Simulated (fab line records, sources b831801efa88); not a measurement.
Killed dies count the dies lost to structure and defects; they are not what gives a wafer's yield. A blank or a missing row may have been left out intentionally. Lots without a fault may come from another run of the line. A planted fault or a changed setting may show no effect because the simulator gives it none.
What tool caused it? + flow sky130 + Sampling: 24 lots, 72 wafers, 6 of 708 route steps

WHAT THE GAUGES READ, wafer by wafer
SKY_CONTACT_BOW_MEAS_05. Usual: for CONTACT_BOW the level is 82 um and the standard deviation is 7.1.
| lot  | measured     | on            | CONTACT_BOW (um) | flag |
|------|--------------|---------------|------------------|------|
| L074 | day 29 14:03 | film_metro-01 | 89 83 82         |      |
| L075 | day 30 04:57 | film_metro-01 | 90 80 81         |      |
| L076 | day 30 13:34 | film_metro-03 | 72 84 82         |      |
| L077 | day 31 01:23 | film_metro-03 | 83 86 89         |      |
| L078 | day 31 17:23 | film_metro-01 | 84 89 86         |      |
| L079 | day 32 06:40 | film_metro-04 | 74 69 75         |      |
| L080 | day 32 12:28 | film_metro-01 | 85 96 91         |      |
| L081 | day 32 16:29 | film_metro-04 | 80 78 89         |      |
| L082 | day 33 08:01 | film_metro-03 | 80 79 76         |      |
| L084 | day 33 14:02 | film_metro-01 | 78 84 83         |      |
| L083 | day 33 15:14 | film_metro-03 | 80 93 85         |      |
| L085 | day 33 17:30 | film_metro-04 | 75 78 98         |      |
| L086 | day 34 03:19 | film_metro-03 | 73 77 89         |      |
| L087 | day 34 13:04 | film_metro-01 | 85 77 78         |      |
| L088 | day 34 17:03 | film_metro-01 | 70 69 78         |      |
| L090 | day 36 02:08 | film_metro-01 | 84 76 90         |      |
| L091 | day 36 02:25 | film_metro-03 | 79 87 75         |      |
| L089 | day 36 02:43 | film_metro-03 | 68 85 80         |      |
| L092 | day 36 04:33 | film_metro-01 | 88 83 92         |      |
| L093 | day 36 13:57 | film_metro-03 | 85 80 75         |      |
| L094 | day 37 07:07 | film_metro-03 | 82 87 87         |      |
| L096 | day 38 01:24 | film_metro-03 | 93 79 83         |      |
| L095 | day 38 01:47 | film_metro-04 | 76 89 83         |      |
| L097 | day 38 05:56 | film_metro-01 | 82 79 83         |      |

SKY_CONTACT_THK_MEAS_26: measures by xrf. Usual: for CONTACT_W_THK the level is 342 nm and the standard deviation is 4.7.
| lot  | measured     | on            | CONTACT_W_THK (nm) | flag |
|------|--------------|---------------|--------------------|------|
| L074 | day 30 18:44 | film_metro-01 | 335 336 335        |      |
| L075 | day 31 08:28 | film_metro-04 | 339 345 343        |      |
| L076 | day 31 17:51 | film_metro-01 | 339 340 338        |      |
| L077 | day 32 05:14 | film_metro-03 | 345 342 344        |      |
| L078 | day 32 21:09 | film_metro-03 | 341 342 346        |      |
| L079 | day 33 10:16 | film_metro-04 | 357 350 352        |      |
| L080 | day 33 16:08 | film_metro-04 | 350 346 350        |      |
| L081 | day 33 20:13 | film_metro-04 | 348 345 344        |      |
| L082 | day 34 11:13 | film_metro-04 | 346 345 343        |      |
| L084 | day 34 17:26 | film_metro-03 | 348 346 349        |      |
| L083 | day 34 19:05 | film_metro-03 | 346 346 343        |      |
| L085 | day 34 21:44 | film_metro-04 | 341 340 346        |      |
| L086 | day 35 07:02 | film_metro-01 | 331 338 329        |      |
| L087 | day 35 15:58 | film_metro-03 | 344 340 338        |      |
| L088 | day 35 20:18 | film_metro-04 | 342 340 343        |      |
| L090 | day 37 06:07 | film_metro-04 | 341 345 339        |      |
| L091 | day 37 06:08 | film_metro-01 | 338 339 343        |      |
| L089 | day 37 06:14 | film_metro-03 | 341 342 342        |      |
| L092 | day 37 08:02 | film_metro-03 | 339 341 334        |      |
| L093 | day 37 17:14 | film_metro-01 | 341 345 335        |      |
| L094 | day 38 10:16 | film_metro-01 | 339 336 338        |      |
| L096 | day 39 03:04 | film_metro-01 | 345 341 345        |      |
| L095 | day 39 03:25 | film_metro-04 | 339 340 344        |      |
| L097 | day 39 07:59 | film_metro-03 | 344 343 344        |      |

SKY_METAL2_RS_MEAS_05: the measuring method here is four-point-probe. Usual: for METAL2_ALCU_RS the level is 0.1272 ohm/sq and the standard deviation is 0.0011.
| lot  | measured     | on            | METAL2_ALCU_RS (ohm/sq) | flag |
|------|--------------|---------------|-------------------------|------|
| L074 | day 33 05:25 | film_metro-04 | 0.1272 0.1303 0.1289    |      |
| L075 | day 33 17:20 | film_metro-03 | 0.1288 0.1264 0.1286    |      |
| L076 | day 34 02:44 | film_metro-03 | 0.1259 0.1285 0.1283    |      |
| L077 | day 34 14:25 | film_metro-03 | 0.1257 0.1282 0.1274    |      |
| L078 | day 35 05:04 | film_metro-02 | 0.1270 0.1261 0.1280    |      |
| L079 | day 35 18:42 | film_metro-04 | 0.1259 0.1252 0.1248    |      |
| L080 | day 36 00:45 | film_metro-02 | 0.1274 0.1267 0.1271    |      |
| L081 | day 36 03:44 | film_metro-04 | 0.1273 0.1274 0.1265    |      |
| L082 | day 36 18:34 | film_metro-03 | 0.1276 0.1285 0.1279    |      |
| L084 | day 37 00:55 | film_metro-04 | 0.1287 0.1290 0.1286    |      |
| L083 | day 37 03:23 | film_metro-04 | 0.1283 0.1280 0.1282    |      |
| L085 | day 37 05:31 | film_metro-03 | 0.1285 0.1264 0.1293    |      |
| L086 | day 37 14:28 | film_metro-03 | 0.1283 0.1272 0.1267    |      |
| L087 | day 37 23:38 | film_metro-03 | 0.1266 0.1261 0.1267    |      |
| L088 | day 38 04:39 | film_metro-04 | 0.1278 0.1275 0.1268    |      |
| L090 | day 39 11:53 | film_metro-03 | 0.1276 0.1272 0.1273    |      |
| L091 | day 39 11:55 | film_metro-02 | 0.1253 0.1278 0.1264    |      |
| L089 | day 39 12:21 | film_metro-03 | 0.1274 0.1286 0.1274    |      |
| L092 | day 39 13:41 | film_metro-04 | 0.1275 0.1287 0.1268    |      |
| L093 | day 39 22:37 | film_metro-03 | 0.1254 0.1260 0.1257    |      |
| L094 | day 40 15:00 | film_metro-02 | 0.1265 0.1249 0.1266    |      |
| L096 | day 41 08:08 | film_metro-03 | 0.1278 0.1276 0.1285    |      |
| L095 | day 41 08:26 | film_metro-02 | 0.1262 0.1278 0.1270    |      |
| L097 | day 41 12:50 | film_metro-03 | 0.1264 0.1270 0.1273    |      |

SKY_METAL2_OVL_MEAS_16. Usual: for METAL2_OVL the level is 6 nm and the standard deviation is 4.4.
| lot  | measured     | on         | METAL2_OVL (nm) | flag |
|------|--------------|------------|-----------------|------|
| L074 | day 34 07:43 | overlay-02 | 1 6 -3          |      |
| L075 | day 34 20:12 | overlay-01 | 8 7 9           |      |
| L076 | day 35 04:53 | overlay-01 | 13 10 10        |      |
| L077 | day 35 16:44 | overlay-01 | 10 9 4          |      |
| L078 | day 36 07:20 | overlay-02 | 7 7 10          |      |
| L079 | day 36 21:26 | overlay-01 | 5 3 7           |      |
| L080 | day 37 02:43 | overlay-02 | 11 7 10         |      |
| L081 | day 37 05:50 | overlay-02 | 1 3 3           |      |
| L082 | day 37 20:46 | overlay-01 | 1 3 5           |      |
| L084 | day 38 02:55 | overlay-02 | 12 8 10         |      |
| L083 | day 38 05:44 | overlay-01 | 10 7 14         |      |
| L085 | day 38 06:56 | overlay-01 | 14 9 8          |      |
| L086 | day 38 15:34 | overlay-02 | 3 5 4           |      |
| L087 | day 39 00:52 | overlay-01 | 9 11 8          |      |
| L088 | day 39 05:58 | overlay-02 | 3 7 7           |      |
| L090 | day 40 12:16 | overlay-02 | 2 3 1           |      |
| L091 | day 40 12:16 | overlay-01 | 0 0 9           |      |
| L089 | day 40 12:32 | overlay-02 | 4 2 -3          |      |
| L092 | day 40 14:02 | overlay-02 | 7 0 7           |      |
| L093 | day 40 23:20 | overlay-01 | 6 1 8           |      |
| L094 | day 41 15:15 | overlay-02 | 6 0 -2          |      |
| L096 | day 42 07:26 | overlay-01 | 12 10 12        |      |
| L095 | day 42 07:47 | overlay-02 | 13 10 11        |      |
| L097 | day 42 12:32 | overlay-01 | 4 4 2           |      |

EACH LOT AND THE TOOL THAT RAN IT (in order: tool; ch and the chambers of the sampled wafers; start)
| lot  | SKY_METAL1_SPUTTER_04        | SKY_METAL2_SPUTTER_00        |
|------|------------------------------|------------------------------|
| L074 | pvd_sputter-04, day 30 19:11 | pvd_sputter-02, day 33 05:17 |
| L075 | pvd_sputter-02, day 31 08:53 | pvd_sputter-02, day 33 17:08 |
| L076 | pvd_sputter-04, day 31 18:17 | pvd_sputter-02, day 34 02:34 |
| L077 | pvd_sputter-03, day 32 05:41 | pvd_sputter-02, day 34 14:16 |
| L078 | pvd_sputter-04, day 32 21:36 | pvd_sputter-01, day 35 04:56 |
| L079 | pvd_sputter-03, day 33 10:41 | pvd_sputter-04, day 35 18:31 |
| L080 | pvd_sputter-03, day 33 16:34 | pvd_sputter-04, day 36 00:35 |
| L081 | pvd_sputter-03, day 33 20:40 | pvd_sputter-01, day 36 03:35 |
| L082 | pvd_sputter-04, day 34 11:40 | pvd_sputter-04, day 36 18:26 |
| L084 | pvd_sputter-02, day 34 17:52 | pvd_sputter-04, day 37 00:44 |
| L083 | pvd_sputter-04, day 34 19:32 | pvd_sputter-04, day 37 03:14 |
| L085 | pvd_sputter-04, day 34 22:10 | pvd_sputter-02, day 37 05:20 |
| L086 | pvd_sputter-02, day 35 07:29 | pvd_sputter-04, day 37 14:20 |
| L087 | pvd_sputter-02, day 35 16:23 | pvd_sputter-01, day 37 23:27 |
| L088 | pvd_sputter-02, day 35 20:45 | pvd_sputter-04, day 38 04:31 |
| L090 | pvd_sputter-04, day 37 06:32 | pvd_sputter-01, day 39 11:43 |
| L091 | pvd_sputter-03, day 37 06:35 | pvd_sputter-04, day 39 11:45 |
| L089 | pvd_sputter-02, day 37 06:50 | pvd_sputter-02, day 39 12:11 |
| L092 | pvd_sputter-02, day 37 08:29 | pvd_sputter-02, day 39 13:29 |
| L093 | pvd_sputter-04, day 37 17:41 | pvd_sputter-04, day 39 22:29 |
| L094 | pvd_sputter-02, day 38 10:42 | pvd_sputter-01, day 40 14:49 |
| L096 | pvd_sputter-02, day 39 03:32 | pvd_sputter-01, day 41 07:59 |
| L095 | pvd_sputter-04, day 39 04:08 | pvd_sputter-04, day 41 08:17 |
| L097 | pvd_sputter-03, day 39 08:26 | pvd_sputter-01, day 41 12:41 |
- SKY_METAL1_SPUTTER_04: material TiN, target thk 70 nm, time 58.3 s.
- SKY_METAL2_SPUTTER_00: material Ti, target thk 15 nm, time 10 s.

WHAT THE TOOLS THEMSELVES READ (means of the sampled wafers that have a number; where no wafer has one, the mark that the record gives instead)
SKY_METAL1_SPUTTER_04. Usual: cathode_dc_power_W 6499.9 W, standard deviation 1.2; throttle_valve_pct 30.0 %, standard deviation 1.3.
| lot  | tool           | cathode_dc_power_W (W) | throttle_valve_pct (%) | flag |
|------|----------------|------------------------|------------------------|------|
| L074 | pvd_sputter-04 | 6499.7                 | 31.1                   |      |
| L075 | pvd_sputter-02 | 6500.6                 | 29.7                   |      |
| L076 | pvd_sputter-04 | 6498.6                 | 31.2                   |      |
| L077 | pvd_sputter-03 | 6500.0                 | 30.1                   |      |
| L078 | pvd_sputter-04 | 6499.9                 | 31.3                   |      |
| L079 | pvd_sputter-03 | 6501.4                 | 29.6                   |      |
| L080 | pvd_sputter-03 | 6499.8                 | 29.5                   |      |
| L081 | pvd_sputter-03 | 6499.1                 | 30.0                   |      |
| L082 | pvd_sputter-04 | 6499.6                 | 29.8                   |      |
| L084 | pvd_sputter-02 | 6499.6                 | 30.0                   |      |
| L083 | pvd_sputter-04 | 6499.0                 | 30.0                   |      |
| L085 | pvd_sputter-04 | 6499.9                 | 30.9                   |      |
| L086 | pvd_sputter-02 | 6501.0                 | 29.6                   |      |
| L087 | pvd_sputter-02 | 6500.0                 | 28.9                   |      |
| L088 | pvd_sputter-02 | 6499.7                 | 29.9                   |      |
| L090 | pvd_sputter-04 | 6499.6                 | 30.0                   |      |
| L091 | pvd_sputter-03 | 6499.4                 | 29.8                   |      |
| L089 | pvd_sputter-02 | 6500.0                 | 30.0                   |      |
| L092 | pvd_sputter-02 | 6500.6                 | 29.4                   |      |
| L093 | pvd_sputter-04 | 6499.1                 | 29.2                   |      |
| L094 | pvd_sputter-02 | 6499.6                 | 29.2                   |      |
| L096 | pvd_sputter-02 | 6500.1                 | 29.5                   |      |
| L095 | pvd_sputter-04 | 6499.6                 | 30.9                   |      |
| L097 | pvd_sputter-03 | 6500.3                 | 29.3                   |      |

SKY_METAL2_SPUTTER_00. Usual: cathode_dc_power_W 3000.0 W, standard deviation 0.49; throttle_valve_pct 30.1 %, standard deviation 1.2.
| lot  | tool           | cathode_dc_power_W (W) | throttle_valve_pct (%) | flag |
|------|----------------|------------------------|------------------------|------|
| L074 | pvd_sputter-02 | 2999.9                 | 29.6                   |      |
| L075 | pvd_sputter-02 | 3000.4                 | 29.2                   |      |
| L076 | pvd_sputter-02 | 2999.9                 | 28.9                   |      |
| L077 | pvd_sputter-02 | 3000.4                 | 30.0                   |      |
| L078 | pvd_sputter-01 | 2999.5                 | 30.5                   |      |
| L079 | pvd_sputter-04 | 2999.8                 | 29.9                   |      |
| L080 | pvd_sputter-04 | 2999.8                 | 30.9                   |      |
| L081 | pvd_sputter-01 | 3000.5                 | 30.6                   |      |
| L082 | pvd_sputter-04 | 2999.8                 | 31.2                   |      |
| L084 | pvd_sputter-04 | 3000.0                 | 32.0                   |      |
| L083 | pvd_sputter-04 | 2999.8                 | 29.9                   |      |
| L085 | pvd_sputter-02 | 3000.1                 | 29.1                   |      |
| L086 | pvd_sputter-04 | 3000.0                 | 29.8                   |      |
| L087 | pvd_sputter-01 | 3000.3                 | 30.3                   |      |
| L088 | pvd_sputter-04 | 3000.4                 | 29.9                   |      |
| L090 | pvd_sputter-01 | 3000.4                 | 30.2                   |      |
| L091 | pvd_sputter-04 | 2999.8                 | 31.1                   |      |
| L089 | pvd_sputter-02 | 2999.8                 | 29.0                   |      |
| L092 | pvd_sputter-02 | 2999.8                 | 29.0                   |      |
| L093 | pvd_sputter-04 | 2999.7                 | 30.8                   |      |
| L094 | pvd_sputter-01 | 3000.0                 | 29.9                   |      |
| L096 | pvd_sputter-01 | 2999.9                 | 30.1                   |      |
| L095 | pvd_sputter-04 | 2999.8                 | 30.3                   |      |
| L097 | pvd_sputter-01 | 3000.5                 | 30.6                   |      |

THE ANSWER, worked out from the rows above alone
Rule: a lot counts as off when the mean over its wafers that have a number is more than 3 standard deviations away from the usual mean. Also off: a lot with no number at a reading for which 4 or more lots have one. All remaining lots with rows at the step are treated as sound. The gauges are gone through in route order, then the tools' own readings, and for those a lot's mean is taken as printed above. At the first step where some lot is off, the reading lying furthest off is the one used; lots without a number count as furthest.
Across all readings shown, no lot is off: no conclusion can be drawn from this.

WHAT THE SIMULATOR PUT IN
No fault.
